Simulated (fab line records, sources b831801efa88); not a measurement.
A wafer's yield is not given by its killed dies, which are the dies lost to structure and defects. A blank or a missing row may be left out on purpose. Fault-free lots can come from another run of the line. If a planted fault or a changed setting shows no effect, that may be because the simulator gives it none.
A struck lot beside a sound one	flow sky130	17 steps out of a route of 708
Sound: these wafers, L937.3, L937.4, L937.5. Struck: wafers L947.2, L947.6 (left out: L947.5, a lot-mate that was not struck); the cause follows at the end.
At each step with rows: each side's tool, then ch and its chambers, then its first start. Under that, the readings that differ: sound wafers	struck wafers	difference of the means	sigmas: that difference in standard deviations of wafers without a fault.
alike: readings with means less than 2 such deviations apart, plus words and numbers identical on both sides. not compared: withheld readings, readings lacking a value on some wafer, bounds such as >300 that could conceal the same value, and numbers that have no deviation in the record and whose values overlap.
The two part at a step that has a row with sigmas, a row that says differs or no value, or rows on one side only. Numbers that have no deviation but don't overlap get no sigmas and don't part them. A reading missing from all wafers of one side parts the sides only when that side holds two or more wafers.

SKY_LOCAL_INTERCONNECT_RS_MEAS_01: uses a four-point probe to measure.
  sound on film_metro-01, day 30 19:05; struck on film_metro-02, day 34 00:01
  alike: LOCAL_INTERCONNECT_TIN_RS
SKY_LOCAL_INTERCONNECT_THK_MEAS_02: measures by xrf.
  sound on film_metro-01, day 30 19:11; struck on film_metro-02, day 34 00:08
  alike: LOCAL_INTERCONNECT_TIN_THK
then, 8 steps without rows for these wafers: SKY_LOCAL_INTERCONNECT_DEHYDRATE_03 (time 60 s); SKY_LOCAL_INTERCONNECT_HMDS_04 (prime time 60 s); SKY_LOCAL_INTERCONNECT_COAT_05 (resist thk 60 nm); SKY_LOCAL_INTERCONNECT_COAT_06 (resist thk 450 nm); SKY_LOCAL_INTERCONNECT_SOFTBAKE_07 (time 90 s); SKY_LOCAL_INTERCONNECT_EXPOSE_08 (exposes mask LI1M, target cd 170 nm); SKY_LOCAL_INTERCONNECT_PEB_09; SKY_LOCAL_INTERCONNECT_DEVELOP_10 (develop time 60 s).
SKY_LOCAL_INTERCONNECT_CD_MEAS_11: the cd target is 170 nm.
  sound on cd_sem-02, day 31 23:04; struck on cd_sem-02, day 35 01:42
  alike: cd_nm
SKY_LOCAL_INTERCONNECT_OVL_MEAS_12:
  sound on overlay-02, day 31 23:10; struck on overlay-01, day 35 01:49
  alike: LOCAL_INTERCONNECT_OVL
SKY_LOCAL_INTERCONNECT_ETCH_13: etches BARC in N2/H2, stops on SiO2, time 45.9 s, target depth 60 nm.
  sound on rie_metal-01 ch 0,1, day 31 23:13; struck on rie_metal-02 ch 1, day 35 01:50
reading	sound	struck	difference	sigmas
model.KrF-thick_of_LOCAL_INTERCONNECT_COAT_06.thk_nm (nm)	395.4 394.3 395.2	368.9 368.9	-26.1	
model.LOCAL_INTERCONNECT.cd_nm (nm)	166.5 168.8 167.8	166.3 164.7	-2.2	
model.SiO2_of_SONOS_ONO_CVD_04.thk_nm (nm)	4.183 4.218 4.267	2.763 2.766	-1.458	
  alike: drypump_motor_current_A, h2_flow_sccm, oes_product_au, throttle_valve_pct
  not compared: rf_hours_counter_h
SKY_LOCAL_INTERCONNECT_METAL_ETCH_14: etches TiN in Cl2/BCl3, stops on PSG, target depth 110 nm, time 31.4 s.
  sound on rie_metal-01 ch 0,1, day 31 23:16; struck on rie_metal-02 ch 1, day 35 01:54
reading	sound	struck	difference	sigmas
model.KrF-thick_of_LOCAL_INTERCONNECT_COAT_06.thk_nm (nm)	352.4 350.4 352	325.3 325.4	-26.2	
  alike: drypump_motor_current_A, oes_product_au, throttle_valve_pct
  not compared: rf_hours_counter_h, model.LOCAL_INTERCONNECT.cd_nm
SKY_LOCAL_INTERCONNECT_STRIP_15: strips in O2/N2.
  sound on plasma_asher-02 ch 0,1, day 31 23:20; struck on plasma_asher-02 ch 0,1, day 35 01:58
reading	sound	struck	difference	sigmas
oes_product_au (a.u.)	0.430 0.429 0.431	0.415 0.419	-0.013	-3
strip_time_to_endpoint_s (s)	4.765 4.736 4.767	4.480 4.470	-0.281	-14
  alike: drypump_motor_current_A
  not compared: rf_hours_counter_h
then, 1 step without rows for these wafers: SKY_LOCAL_INTERCONNECT_STRIP_16 (strips in post etch residue remover, time 1200 s).
-- record jumps: 14 days separate the struck wafers' starts on either side; left off in module LOCAL_INTERCONNECT, taken up again in module PAD_OPEN, whose first shown step is the route's number 708 --
SKY_PAD_OPEN_PROBE_99:
  sound on prober-02, day 47 01:23; struck on prober-02, day 49 07:00
  alike: killed_at_M0_to_M3, killed_at_M4_up, killed_at_contacts, killed_at_front_end, killed_at_other, killed_dies, killed_open, killed_short
  not compared: model.etest.res_li.line_ohm_um

== WHERE THEY PART ==
At SKY_LOCAL_INTERCONNECT_STRIP_15 and nowhere else, as far as this record goes. Later steps at which nothing parts them and some readings are alike: SKY_PAD_OPEN_PROBE_99.

WHY: what the simulator had put in
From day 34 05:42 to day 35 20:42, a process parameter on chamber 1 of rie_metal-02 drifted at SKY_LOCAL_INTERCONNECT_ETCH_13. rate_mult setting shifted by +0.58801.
